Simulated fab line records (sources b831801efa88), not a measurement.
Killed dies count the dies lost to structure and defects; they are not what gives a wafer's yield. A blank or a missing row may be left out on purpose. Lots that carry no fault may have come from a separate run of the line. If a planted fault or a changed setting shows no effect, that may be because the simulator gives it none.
Chamber matching :: flow sky130 :: 4 sister chambers for SKY_VIA4_CMP_21 on cmp-02
The step polishes, stops on SiO2, t overpolish 25 s, target thk 0 nm. 4 wafers are shown with their chamber, then 8 later ones without.

WAFERS WITH THEIR CHAMBER
wafer: L844.3
chamber: 1
motor-current-A (A): 12.3

wafer: L854.2
chamber: 0
motor-current-A (A): 10.5

wafer: L854.6
chamber: 3
motor-current-A (A): 10.0

wafer: L858.1
chamber: 2
motor-current-A (A): 10.7

WAFERS WITHOUT THEIR CHAMBER
wafer: L858.2
motor-current-A (A): 12.5

wafer: L858.4
motor-current-A (A): 10.0

wafer: L861.2
motor-current-A (A): 10.9

wafer: L861.5
motor-current-A (A): 12.3

wafer: L861.6
motor-current-A (A): 10.6

wafer: L860.2
motor-current-A (A): 12.7

wafer: L860.4
motor-current-A (A): 9.7

wafer: L860.6
motor-current-A (A): 10.3

WHICH CHAMBER EACH WENT THROUGH
wafer: L858.2
from the rows above: 1
in truth: 1

wafer: L858.4
from the rows above: 3
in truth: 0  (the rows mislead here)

wafer: L861.2
from the rows above: can't be placed: 2 or 0
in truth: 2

wafer: L861.5
from the rows above: 1
in truth: 1

wafer: L861.6
from the rows above: can't be placed: 0 or 2
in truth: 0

wafer: L860.2
from the rows above: 1
in truth: 1

wafer: L860.4
from the rows above: 3
in truth: 3

wafer: L860.6
from the rows above: can't be placed: 0 or 3 or 2
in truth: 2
4 of 8 placed correctly. Unplaceable from these rows: 3, with the true chamber sitting among the candidates in 3. 1 placed wrongly.
How it was worked out, from the rows above alone: a wafer's distance from a chamber is the root of the sum, over the readings, of the square of ((its reading less the chamber's mean) divided by the reading's scatter). If the next closest chamber is less than 2 further off than the closest, the wafer can't be placed; otherwise it belongs to the closest. A chamber's mean is the mean of its shown wafers. The scatter (one wafer shown for each chamber): square how far every hidden wafer sits from the nearest shown wafer, average those squares and take the square root.
